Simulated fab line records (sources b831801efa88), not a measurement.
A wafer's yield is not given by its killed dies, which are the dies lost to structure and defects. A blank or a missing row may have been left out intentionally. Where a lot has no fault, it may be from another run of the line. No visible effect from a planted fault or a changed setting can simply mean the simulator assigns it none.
fab line records    flow sky130
record lots=7  wafers=21  last_day=50
route steps=708 shown PASSIVATION@689 PAD_OPEN@694
lots with no fault: from the same line, run without faults
start_h: the number of hours between the record's first day and the start of the first shown wafer of the lot    wait_h: how many hours have passed since the lot's step before this one    " unchanged from the row above    L1.1+2: a row that stands for several wafers    - either no value or no given start    * or withheld: withheld    < > ~ a bound
route shown NAME@n: names a module that has steps shown in the file, with the first one's number in the route    usual: mean/standard deviation taken from wafers without a fault    same: alike in all rows    chamber/n: place in a boat    sites: readings site by site    _std_site: the values' standard deviation    _edge_site: mean of outer sites minus mean of inner sites    radius_mm: how far each site lies from the wafer's centre    mask NAME#n: copy n    behind: the most recent tool/chamber to have shaped the wafer    hold: cause of the lot's hold/its duration in hours/its outcome    device: the n, p or np transistor that did not switch    end of line: the same wafers' tests at the end of the route    a step without rows: its recipe alone    killed: the dies lost at the first sort to structure and to defects; this is not the yield of the wafer    map: the dies of a wafer, with x for killed, . for not killed, _ for no die there
set.NAME: the setting the step ran with; set.NAME@STEP: the setting that earlier step ran with    model.NAME: the simulator's own value behind a step, which no gauge read
certain route steps with their lots: each step a table, each wafer a row
services: from which hour (start_h, from the record's first day; less than 0 if before it) a tool's chamber was out of use, for how many hours, and why
## steps
# step SKY_PASSIVATION_EXPOSE_08
# recipe mask_id=NSM  target_cd_nm=3000  na=0.57  dose_mj=260
# step SKY_PASSIVATION_PEB_09
# recipe temp_c=115  time_s=withheld
# step SKY_PASSIVATION_DEVELOP_10
# recipe develop_time_s=60  dev_temp_c=23
# step SKY_PASSIVATION_ETCH_11
# recipe chemistry=CF4/O2  target_depth_nm=725  stop_on=AlCu  source_w=800  bias_w=150  pressure_mtorr=150  cf4_flow_sccm=80  O2_flow_sccm=10  time_s=161.1
# usual O2_flow_sccm=10.00/0.032  bias_w=150.0/0.43  drypump_motor_current_A=5.6/0.41  oes_product_au=0.974/0.0073  throttle_valve_pct=5.965/0.0086
lot.wafer  tool         chamber  start_h  wait_h  O2_flow_sccm  bias_w  drypump_motor_current_A  oes_product_au  rf_hours_counter_h  throttle_valve_pct
L745.3     rie_diel-03  0        1071.46  -       10.05         150.0   6.0                      0.968           13                  5.961
L745.5     "            0        "        "       10.05         150.1   6.0                      0.970           -                   5.967
L745.6     "            3        "        "       10.03         150.0   5.9                      0.979           -                   5.958
L746.1     rie_diel-04  2        1076.57  -       9.94          150.0   6.0                      0.969           11                  5.954
L746.4     "            3        "        "       10.00         150.1   5.9                      0.984           10                  5.965
L746.6     "            2        "        "       9.95          149.6   5.9                      0.975           -                   5.975
L747.2     rie_diel-04  2        1079.42  -       9.95          150.3   6.0                      0.971           11                  5.961
L747.3     "            3        "        "       10.03         149.7   6.0                      0.964           10                  5.954
L747.4     "            1        "        "       10.00         149.1   5.0                      0.982           11                  5.977
L757.1     rie_diel-03  1        1144.82  -       9.99          149.6   6.0                      0.980           24                  5.960
L757.3     "            2        "        "       9.98          150.2   5.6                      0.975           17                  5.984
L757.4     "            3        "        "       10.02         150.4   5.9                      0.976           22                  5.973
L758.3     rie_diel-03  1        1148.02  -       10.02         149.9   6.0                      0.972           24                  5.960
L758.4     "            3        "        "       10.02         149.6   5.8                      0.967           23                  5.956
L758.5     "            3        "        "       10.02         150.0   5.9                      0.971           -                   5.963
L761.1     rie_diel-04  0        1159.81  -       9.99          149.5   5.5                      0.971           3                   5.962
L761.3     "            3        "        "       10.05         150.3   6.0                      0.976           13                  5.964
L761.4     "            2        "        "       9.94          149.5   6.0                      0.987           14                  5.965
L763.1     rie_diel-03  3        1170.62  -       10.04         149.7   5.8                      0.969           24                  5.966
L763.2     "            1        "        "       9.99          150.0   6.0                      0.965           25                  5.956
L763.4     "            0        "        "       10.03         149.9   6.1                      0.973           17                  5.962
# step SKY_PASSIVATION_STRIP_12
# recipe chemistry=O2/N2  power_w=1400  pressure_mtorr=1500  platen_temp_c=withheld  overash_fraction=0.7  o2_flow_sccm=3000  n2_flow_sccm=300
# usual drypump_motor_current_A=6.0/0.39  oes_product_au=0.661/0.004  strip_time_to_endpoint_s=31.56/0.13
lot.wafer  tool             chamber  start_h  wait_h  drypump_motor_current_A  oes_product_au  rf_hours_counter_h  strip_time_to_endpoint_s
L745.3     plasma_asher-04  1        1071.60  0.1     6.4                      0.659           -                   31.46
L745.5     "                1        "        "       6.4                      0.663           -                   31.56
L745.6     "                0        "        "       5.8                      0.663           -                   31.72
L746.1     plasma_asher-03  1        1076.68  0.1     6.2                      0.660           33                  31.59
L746.4     "                0        "        "       6.2                      0.656           -                   31.39
L746.6     "                1        "        "       6.2                      0.663           -                   31.66
L747.2     plasma_asher-04  0        1079.52  0.1     5.8                      0.673           2                   31.73
L747.3     "                1        "        "       6.4                      0.660           -                   31.46
L747.4     "                0        "        "       5.8                      0.662           -                   31.64
L757.1     plasma_asher-03  0        1144.93  0.1     6.2                      0.659           40                  31.77
L757.3     "                1        "        "       6.2                      0.661           -                   31.52
L757.4     "                0        "        "       6.2                      0.658           -                   31.62
L758.3     plasma_asher-02  1        1148.16  0.1     5.1                      0.656           -                   31.68
L758.4     "                0        "        "       5.8                      0.655           -                   31.75
L758.5     "                1        "        "       5.1                      0.665           -                   31.73
L761.1     plasma_asher-04  0        1159.92  0.1     5.8                      0.659           10                  31.85
L761.3     "                0        "        "       5.7                      0.666           -                   31.72
L761.4     "                1        "        "       6.4                      0.667           -                   31.74
L763.1     plasma_asher-03  0        1170.73  0.1     6.2                      0.671           42                  31.45
L763.2     "                1        "        "       6.2                      0.657           42                  31.42
L763.4     "                1        "        "       6.3                      0.662           -                   31.36
# step SKY_PAD_OPEN_DEHYDRATE_00
# recipe temp_c=200  time_s=60
# step SKY_PAD_OPEN_HMDS_01
# recipe prime_time_s=60  prime_temp_c=120
# step SKY_PAD_OPEN_COAT_02
# recipe spin_rpm=2000  resist_thk_nm=3000
# step SKY_PAD_OPEN_SOFTBAKE_03
# recipe temp_c=110  time_s=withheld
# step SKY_PAD_OPEN_EXPOSE_04
# recipe mask_id=PDM  target_cd_nm=60000  na=0.57  dose_mj=260
# step SKY_PAD_OPEN_PEB_05
# recipe temp_c=115  time_s=withheld
# step SKY_PAD_OPEN_DEVELOP_06
# recipe develop_time_s=60  dev_temp_c=23
# step SKY_PAD_OPEN_ETCH_07
# recipe chemistry=CF4/O2  target_depth_nm=725  stop_on=AlCu  source_w=800  bias_w=150  pressure_mtorr=150  cf4_flow_sccm=80  O2_flow_sccm=10  time_s=161.1
# usual O2_flow_sccm=10.002/0.028  bias_w=150.0/0.52  drypump_motor_current_A=5.7/0.34  oes_product_au=0.975/0.0079  throttle_valve_pct=5.962/0.01
lot.wafer  tool         chamber  start_h  wait_h  O2_flow_sccm  bias_w  drypump_motor_current_A  oes_product_au  rf_hours_counter_h  throttle_valve_pct
L745.3     rie_diel-01  3        1091.71  -       -             -       -                        -               -                   -
L745.5     "            2        "        "       -             -       -                        -               -                   -
L745.6     "            1        "        "       -             -       -                        -               -                   -
L746.1     rie_diel-02  0        1096.22  -       -             -       -                        -               -                   -
L746.4     "            2        "        "       -             -       -                        -               -                   -
L746.6     "            0        "        "       -             -       -                        -               -                   -
L747.2     rie_diel-03  2        1100.02  -       -             -       -                        -               -                   -
L747.3     "            3        "        "       -             -       -                        -               -                   -
L747.4     "            0        "        "       -             -       -                        -               -                   -
L757.1     rie_diel-01  1        1161.97  -       9.985         149.1   5.6                      0.979           19                  5.973
L757.3     "            3        "        "       9.948         150.4   6.1                      0.977           19                  5.971
L757.4     "            3        "        "       10.019        151.0   6.1                      0.992           -                   5.981
L758.3     rie_diel-02  0        1165.67  -       10.036        149.9   5.5                      0.978           20                  5.959
L758.4     "            1        "        "       9.996         150.2   5.1                      0.979           20                  5.946
L758.5     "            0        "        "       9.972         149.9   5.5                      0.960           -                   5.958
L761.1     rie_diel-01  3        1176.27  -       10.042        150.0   6.0                      0.987           20                  5.952
L761.3     "            0        "        "       9.993         149.8   5.8                      0.975           9                   5.968
L761.4     "            2        "        "       10.018        149.3   5.3                      0.987           18                  5.967
L763.1     rie_diel-02  0        1186.21  -       9.987         149.6   5.5                      0.971           21                  5.968
L763.2     "            3        "        "       10.004        149.6   6.2                      0.961           30                  5.963
L763.4     "            2        "        "       10.004        149.4   5.2                      0.970           29                  5.951
# step SKY_PAD_OPEN_STRIP_08
# recipe chemistry=O2/N2  power_w=1400  pressure_mtorr=1500  platen_temp_c=withheld  overash_fraction=0.7  o2_flow_sccm=3000  n2_flow_sccm=300
# usual drypump_motor_current_A=5.8/0.49  oes_product_au=0.663/0.005  strip_time_to_endpoint_s=37.09/0.12
lot.wafer  tool             chamber  start_h  wait_h  drypump_motor_current_A  oes_product_au  rf_hours_counter_h  strip_time_to_endpoint_s
L745.3     plasma_asher-02  1        1091.85  0.1     5.1                      0.661           -                   37.00
L745.5     "                1        "        "       5.1                      0.667           -                   36.90
L745.6     "                0        "        "       5.8                      0.666           -                   37.00
L746.1     plasma_asher-03  1        1096.32  0.1     6.2                      0.661           35                  37.03
L746.4     "                0        "        "       6.2                      0.673           -                   36.92
L746.6     "                0        "        "       6.2                      0.667           -                   37.00
L747.2     plasma_asher-03  1        1100.12  0.1     6.2                      0.669           36                  37.09
L747.3     "                0        "        "       6.2                      0.656           -                   37.08
L747.4     "                1        "        "       6.2                      0.675           -                   37.11
L757.1     plasma_asher-03  1        1162.07  0.1     6.2                      0.656           42                  37.13
L757.3     "                0        "        "       6.2                      0.668           -                   37.14
L757.4     "                1        "        "       6.2                      0.667           -                   37.25
L758.3     plasma_asher-03  1        1165.81  0.1     6.2                      0.662           -                   36.82
L758.4     "                0        "        "       6.2                      0.662           -                   36.93
L758.5     "                1        "        "       6.2                      0.661           -                   36.96
L761.1     plasma_asher-01  0        1176.37  0.1     5.8                      0.656           111                 37.02
L761.3     "                1        "        "       4.9                      0.670           -                   36.99
L761.4     "                0        "        "       5.8                      0.663           -                   36.99
L763.1     plasma_asher-02  1        1186.32  0.1     5.1                      0.661           75                  37.12
L763.2     "                0        "        "       5.9                      0.665           75                  36.93
L763.4     "                0        "        "       5.9                      0.657           -                   37.08
# step SKY_PAD_OPEN_PROBE_99
# usual defect_limited_yield=82.9/2  killed_at_M0_to_M3=43/7  killed_at_M4_up=3.0/1.9  killed_at_contacts=24/4.6  killed_at_front_end=15/4.1  killed_at_other=0.3/0.52  killed_dies=84/9.7  killed_on_rim=16/3.6  killed_open=46/6.9  killed_short=38/6.8  sort_bin_3_pad_short=0.8/0.41  sort_bin_5_function=10.2/1.5  sort_bin_6_memory=6.1/1.1  sort_n_pass=408/9.7  sort_yield_pct=82.9/2
# same gross_dies=492  killed_at_back_side=0  sort_bin_4_leakage[%]=0  sort_bin_8_speed[%]=0
lot.wafer  tool       chamber  start_h  wait_h  defect_limited_yield[%]  killed_at_M0_to_M3  killed_at_M4_up  killed_at_contacts  killed_at_front_end  killed_at_other  killed_dies  killed_on_rim  killed_open  killed_short  sort_bin_3_pad_short[%]  sort_bin_5_function[%]  sort_bin_6_memory[%]  sort_n_pass  sort_yield_pct[%]  model.etest.tester.sort_n_pass  model.etest.tester.sort_bin_5_pct  model.etest.tester.sort_yield_pct  model.etest.licon_pdiff.open  model.etest.sonos_uncharged.open  model.etest.nfet_g5v0d10v5.under_floor  model.etest.nfet_g5v0d10v5.open  model.etest.res_li.open
L745.3     prober-02  -        1094.34  0.2     0                        44                  1                20                  9                    418              492          96             42           32            0.6                      94.3                    5.1                   0            0                  0                               94.31                              0                                  1                             1                                 1                                       1                                1
L745.5     prober-02  -        1094.44  0.2     0                        28                  4                25                  15                   420              492          96             32           40            0.8                      93.7                    5.5                   0            0                  0                               93.7                               0                                  1                             1                                 1                                       1                                1
L745.6     prober-02  -        1094.49  0.2     0                        34                  2                19                  8                    429              492          96             37           26            0.6                      96.3                    3.0                   0            0                  0                               96.34                              0                                  1                             1                                 1                                       1                                1
L746.1     prober-01  -        1098.62  0.1     0                        42                  3                23                  14                   410              492          96             46           36            0.6                      94.7                    4.7                   0            0                  0                               94.72                              0                                  1                             1                                 1                                       1                                1
L746.4     prober-01  -        1098.77  0.2     0                        38                  6                14                  10                   424              492          96             37           31            0.4                      94.1                    5.5                   0            0                  0                               94.11                              0                                  1                             1                                 1                                       1                                1
L746.6     prober-01  -        1098.87  0.2     0                        31                  3                21                  8                    429              492          96             30           33            0.4                      94.1                    5.5                   0            0                  0                               94.11                              0                                  1                             1                                 1                                       1                                1
L747.2     prober-02  -        1102.41  0.1     0                        46                  3                30                  12                   401              492          96             50           41            0.8                      92.1                    7.1                   0            0                  0                               92.07                              0                                  1                             1                                 1                                       1                                1
L747.3     prober-02  -        1102.46  0.2     0                        44                  2                23                  13                   410              492          96             50           32            0.6                      92.9                    6.5                   0            0                  0                               92.89                              0                                  1                             1                                 1                                       1                                1
L757.1     prober-01  -        1164.28  0.1     82.3                     32                  6                28                  21                   0                87           14             41           46            1.6                      10.0                    6.1                   405          82.3               405                             9.959                              82.32                              0                             0                                 0                                       0                                0
L757.3     prober-01  -        1164.38  0.2     82.7                     41                  5                25                  13                   1                85           19             42           43            1.0                      10.0                    6.3                   407          82.7               407                             9.959                              82.72                              0                             0                                 0                                       0                                0
L757.4     prober-01  -        1164.43  0.2     84.8                     37                  4                24                  10                   0                75           18             40           35            0.2                      8.5                     6.5                   417          84.8               417                             8.537                              84.76                              0                             0                                 0                                       0                                0
L758.3     prober-02  -        1168.08  0.2     87.0                     31                  2                23                  8                    0                64           13             37           26            0.4                      7.7                     4.9                   428          87.0               428                             7.724                              86.99                              0                             0                                 0                                       0                                0
L758.4     prober-02  -        1168.13  0.2     80.9                     55                  2                26                  10                   1                94           25             52           42            0.6                      10.2                    8.3                   398          80.9               398                             10.16                              80.89                              0                             0                                 0                                       0                                0
L758.5     prober-02  -        1168.18  0.2     82.1                     49                  2                21                  16                   0                88           22             43           44            0.8                      10.4                    6.7                   404          82.1               404                             10.37                              82.11                              0                             0                                 0                                       0                                0
L761.1     prober-01  -        1178.71  0.1     85.4                     34                  2                22                  14                   0                72           15             37           34            1.0                      6.5                     7.1                   420          85.4               420                             6.504                              85.37                              0                             0                                 0                                       0                                0
L761.3     prober-01  -        1178.81  0.2     82.5                     43                  5                28                  10                   0                86           20             45           39            1.0                      12.2                    4.3                   406          82.5               406                             12.2                               82.52                              0                             0                                 0                                       0                                0
L761.4     prober-01  -        1178.86  0.2     84.6                     34                  2                23                  16                   1                76           13             48           26            0.2                      11.4                    3.9                   416          84.6               416                             11.38                              84.55                              0                             0                                 0                                       0                                0
L763.1     prober-01  -        1188.53  0.1     83.5                     39                  2                30                  10                   0                81           15             35           46            0.6                      9.8                     6.1                   411          83.5               411                             9.756                              83.54                              0                             0                                 0                                       0                                0
L763.2     prober-01  -        1188.58  0.1     83.9                     44                  5                17                  12                   1                79           18             47           31            0.6                      9.3                     6.1                   413          83.9               413                             9.35                               83.94                              0                             0                                 0                                       0                                0
L763.4     prober-01  -        1188.68  0.2     85.6                     41                  1                17                  11                   1                71           14             38           33            1.0                      7.7                     5.7                   421          85.6               421                             7.724                              85.57                              0                             0                                 0                                       0                                0
# killed by level:class
L745.3 PAD_OPEN:area_etch=418 VIA2:geometric_particle:open=10 VIA1:geometric_particle:open=10 LI_CONTACT:geometric_particle:open=6 CONTACT:geometric_particle:open=6 VIA1:geometric_particle:short=6 LOCAL_INTERCONNECT:geometric_particle:short=4 METAL2:geometric_particle:short=4
L745.5 PAD_OPEN:area_etch=420 LI_CONTACT:geometric_particle:open=8 VIA1:geometric_particle:short=8 VIA1:geometric_particle:open=6 LOCAL_INTERCONNECT:geometric_particle:short=5 CONTACT:geometric_particle:open=5 FIELD_ISO:geometric_particle:short=4 LI_CONTACT:geometric_particle:short=4
L745.6 PAD_OPEN:area_etch=429 VIA1:geometric_particle:open=8 LI_CONTACT:geometric_particle:open=7 CONTACT:geometric_particle:open=6 VIA1:geometric_particle:short=6 LOCAL_INTERCONNECT:geometric_particle:short=4 VIA3:geometric_particle:open=4 METAL2:geometric_particle:short=4
L746.1 PAD_OPEN:area_etch=410 CONTACT:geometric_particle:open=11 LI_CONTACT:geometric_particle:open=8 METAL2:geometric_particle:short=8 VIA3:geometric_particle:open=8 FIELD_ISO:geometric_particle:short=6 METAL1:geometric_particle:short=6 VIA1:geometric_particle:open=5
L746.4 PAD_OPEN:area_etch=424 CONTACT:geometric_particle:open=7 VIA2:geometric_particle:open=5 METAL1:geometric_particle:short=5 VIA1:geometric_particle:open=5 VIA2:geometric_particle:short=5 VIA3:geometric_particle:open=5 POLY_GATE:geometric_particle:open=4
L746.6 PAD_OPEN:area_etch=429 CONTACT:geometric_particle:short=8 VIA1:geometric_particle:open=7 VIA3:geometric_particle:open=7 CONTACT:geometric_particle:open=6 LOCAL_INTERCONNECT:geometric_particle:short=4 FIELD_ISO:geometric_particle:short=3 POLY_GATE:geometric_particle:short=3
L747.2 PAD_OPEN:area_etch=401 CONTACT:geometric_particle:open=11 VIA1:geometric_particle:open=10 LI_CONTACT:geometric_particle:open=9 VIA1:geometric_particle:short=7 LOCAL_INTERCONNECT:geometric_particle:short=6 POLY_GATE:geometric_particle:short=5 METAL1:geometric_particle:short=5
L747.3 PAD_OPEN:area_etch=410 VIA1:geometric_particle:open=15 CONTACT:geometric_particle:open=11 VIA2:geometric_particle:open=8 VIA3:geometric_particle:open=6 VIA1:geometric_particle:short=5 POLY_GATE:geometric_particle:short=5 LOCAL_INTERCONNECT:geometric_particle:short=5
L757.1 LI_CONTACT:geometric_particle:open=8 CONTACT:geometric_particle:short=7 VIA1:geometric_particle:open=7 FIELD_ISO:geometric_particle:open=6 POLY_GATE:geometric_particle:short=5 LOCAL_INTERCONNECT:geometric_particle:short=5 METAL1:geometric_particle:short=5 VIA2:geometric_particle:open=5
L757.3 VIA1:geometric_particle:open=13 CONTACT:geometric_particle:short=9 CONTACT:geometric_particle:open=8 VIA3:geometric_particle:open=5 POLY_GATE:geometric_particle:short=4 LOCAL_INTERCONNECT:geometric_particle:short=4 METAL2:geometric_particle:short=4 FIELD_ISO:geometric_particle:open=3
L757.4 VIA1:geometric_particle:open=7 LI_CONTACT:geometric_particle:open=6 LOCAL_INTERCONNECT:geometric_particle:short=6 CONTACT:geometric_particle:open=6 METAL2:geometric_particle:short=6 METAL1:geometric_particle:short=5 METAL1:geometric_particle:open=5 VIA3:geometric_particle:open=5
L758.3 VIA1:geometric_particle:open=10 VIA2:geometric_particle:open=8 LI_CONTACT:geometric_particle:open=7 CONTACT:geometric_particle:open=7 METAL1:geometric_particle:short=4 CONTACT:geometric_particle:short=4 FIELD_ISO:geometric_particle:short=3 POLY_GATE:geometric_particle:short=3
L758.4 VIA1:geometric_particle:open=14 LI_CONTACT:geometric_particle:open=11 VIA2:geometric_particle:open=11 METAL1:geometric_particle:short=9 CONTACT:geometric_particle:open=8 VIA2:geometric_particle:short=7 POLY_GATE:geometric_particle:short=4 CONTACT:geometric_particle:short=4
L758.5 VIA1:geometric_particle:open=9 FIELD_ISO:geometric_particle:short=8 CONTACT:geometric_particle:open=8 METAL1:geometric_particle:short=8 VIA2:geometric_particle:open=8 VIA1:geometric_particle:short=7 LOCAL_INTERCONNECT:geometric_particle:short=4 VIA3:geometric_particle:short=4
L761.1 LI_CONTACT:geometric_particle:open=7 VIA3:geometric_particle:open=6 CONTACT:geometric_particle:open=5 METAL1:geometric_particle:short=5 POLY_GATE:geometric_particle:open=4 CONTACT:geometric_particle:short=4 METAL2:geometric_particle:short=4 VIA1:geometric_particle:open=4
L761.3 CONTACT:geometric_particle:open=8 VIA2:geometric_particle:open=8 LI_CONTACT:geometric_particle:open=7 LOCAL_INTERCONNECT:geometric_particle:short=6 VIA3:geometric_particle:open=6 METAL3:geometric_particle:short=6 CONTACT:geometric_particle:short=5 VIA1:geometric_particle:open=5
L761.4 CONTACT:geometric_particle:open=9 VIA1:geometric_particle:open=9 VIA3:geometric_particle:open=9 LI_CONTACT:geometric_particle:open=6 METAL1:geometric_particle:short=6 FIELD_ISO:geometric_particle:open=5 VIA2:geometric_particle:open=5 SPACER:geometric_particle:short=4
L763.1 CONTACT:geometric_particle:open=9 LI_CONTACT:geometric_particle:short=8 METAL2:geometric_particle:short=8 METAL1:geometric_particle:short=7 LOCAL_INTERCONNECT:geometric_particle:short=7 LI_CONTACT:geometric_particle:open=6 VIA1:geometric_particle:open=6 VIA2:geometric_particle:open=5
L763.2 VIA2:geometric_particle:open=10 VIA1:geometric_particle:open=9 CONTACT:geometric_particle:open=8 VIA3:geometric_particle:open=6 FIELD_ISO:geometric_particle:short=4 VIA2:geometric_particle:short=4 METAL1:geometric_particle:short=4 FIELD_ISO:geometric_particle:open=3
L763.4 VIA1:geometric_particle:open=9 METAL2:geometric_particle:short=9 LI_CONTACT:geometric_particle:open=7 CONTACT:geometric_particle:short=5 VIA3:geometric_particle:open=5 FIELD_ISO:geometric_particle:open=4 METAL1:geometric_particle:short=4 VIA2:geometric_particle:open=4
# map L745.3 (x killed, . not)
__________xxxxxxxxxx_________
________xxxxxxxxxxxxxx_______
______xxxxxxxxxxxxxxxxxx_____
_____xxxxxxxxxxxxxxxxxxxx____
____xxxxxxxxxxxxxxxxxxxxxx___
___xxxxxxxxxxxxxxxxxxxxxxxx__
__xxxxxxxxxxxxxxxxxxxxxxxxxx_
_xxxxxxxxxxxxxxxxxxxxxxxxxxxx
_xxxxxxxxxxxxxxxxxxxxxxxxxxxx
_xxxxxxxxxxxxxxxxxxxxxxxxxxxx
_xxxxxxxxxxxxxxxxxxxxxxxxxxxx
_xxxxxxxxxxxxxxxxxxxxxxxxxxxx
_xxxxxxxxxxxxxxxxxxxxxxxxxxxx
_xxxxxxxxxxxxxxxxxxxxxxxxxxxx
_xxxxxxxxxxxxxxxxxxxxxxxxxxxx
__xxxxxxxxxxxxxxxxxxxxxxxxxx_
___xxxxxxxxxxxxxxxxxxxxxxxx__
____xxxxxxxxxxxxxxxxxxxxxx___
_____xxxxxxxxxxxxxxxxxxxx____
______xxxxxxxxxxxxxxxxxx_____
________xxxxxxxxxxxxxx_______
__________xxxxxxxxxx_________
# map L746.1 (x killed, . not)
__________xxxxxxxxxx_________
________xxxxxxxxxxxxxx_______
______xxxxxxxxxxxxxxxxxx_____
_____xxxxxxxxxxxxxxxxxxxx____
____xxxxxxxxxxxxxxxxxxxxxx___
___xxxxxxxxxxxxxxxxxxxxxxxx__
__xxxxxxxxxxxxxxxxxxxxxxxxxx_
_xxxxxxxxxxxxxxxxxxxxxxxxxxxx
_xxxxxxxxxxxxxxxxxxxxxxxxxxxx
_xxxxxxxxxxxxxxxxxxxxxxxxxxxx
_xxxxxxxxxxxxxxxxxxxxxxxxxxxx
_xxxxxxxxxxxxxxxxxxxxxxxxxxxx
_xxxxxxxxxxxxxxxxxxxxxxxxxxxx
_xxxxxxxxxxxxxxxxxxxxxxxxxxxx
_xxxxxxxxxxxxxxxxxxxxxxxxxxxx
__xxxxxxxxxxxxxxxxxxxxxxxxxx_
___xxxxxxxxxxxxxxxxxxxxxxxx__
____xxxxxxxxxxxxxxxxxxxxxx___
_____xxxxxxxxxxxxxxxxxxxx____
______xxxxxxxxxxxxxxxxxx_____
________xxxxxxxxxxxxxx_______
__________xxxxxxxxxx_________
## services
tool             chamber  start_h  hours  kind
plasma_asher-04  -        1055.27  9.0    pm
plasma_asher-04  0        1055.27  9.0    vent_cycle
plasma_asher-04  1        1055.27  9.0    vent_cycle
plasma_asher-04  0        1064.27  -      clean
plasma_asher-04  1        1064.27  -      clean
plasma_asher-01  -        1073.74  2.8    pm
rie_diel-03      -        1083.61  0.2    repair
plasma_asher-02  -        1099.79  14.6   pm
rie_diel-02      1        1100.63  3.1    repair
rie_diel-03      -        1102.33  4.3    pm
rie_diel-03      1        1109.09  8.2    repair
rie_diel-02      1        1116.18  11.5   repair
rie_diel-01      0        1137.39  25.3   repair
rie_diel-04      -        1138.64  2.7    repair
rie_diel-01      1        1145.75  1.6    repair
rie_diel-04      0        1175.41  4.7    repair
plasma_asher-04  -        1179.13  2.8    pm
rie_diel-01      0        1182.36  11.7   repair
## key
first_sign step=SKY_PAD_OPEN_ETCH_07  reading=tool_record  direction=missing
effect step=SKY_PAD_OPEN_PROBE_99  reading=killed_at_other  direction=up  sigmas=99+  usual=0.3  struck=417.6
model_effect step=SKY_PAD_OPEN_PROBE_99  value=etest.tester.sort_n_pass  without=417.6  struck=0
more_kills_born_at SKY_PAD_OPEN_ETCH_07@rie_diel-01=1267  SKY_PAD_OPEN_ETCH_07@rie_diel-02=1263  SKY_PAD_OPEN_ETCH_07@rie_diel-03=811
met_at SKY_PAD_OPEN_ETCH_07
struck_wafers L745.3,L745.5,L745.6,L746.1,L746.4,L746.6,L747.2,L747.3,L747.4
later_rows_left_out L745.3,L745.5,L745.6,L746.1,L746.4,L746.6,L747.2,L747.3,L747.4
fault kind=skipped_step_whole  tool=rie_diel-01,rie_diel-02,rie_diel-03  chamber=-  onset_h=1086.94  steps=SKY_PAD_OPEN_ETCH_07  scope=struck_lots_only
# later_rows_left_out: the simulator's readings of these wafers behind a module that went badly wrong aren't trusted and aren't shown, but for the sort
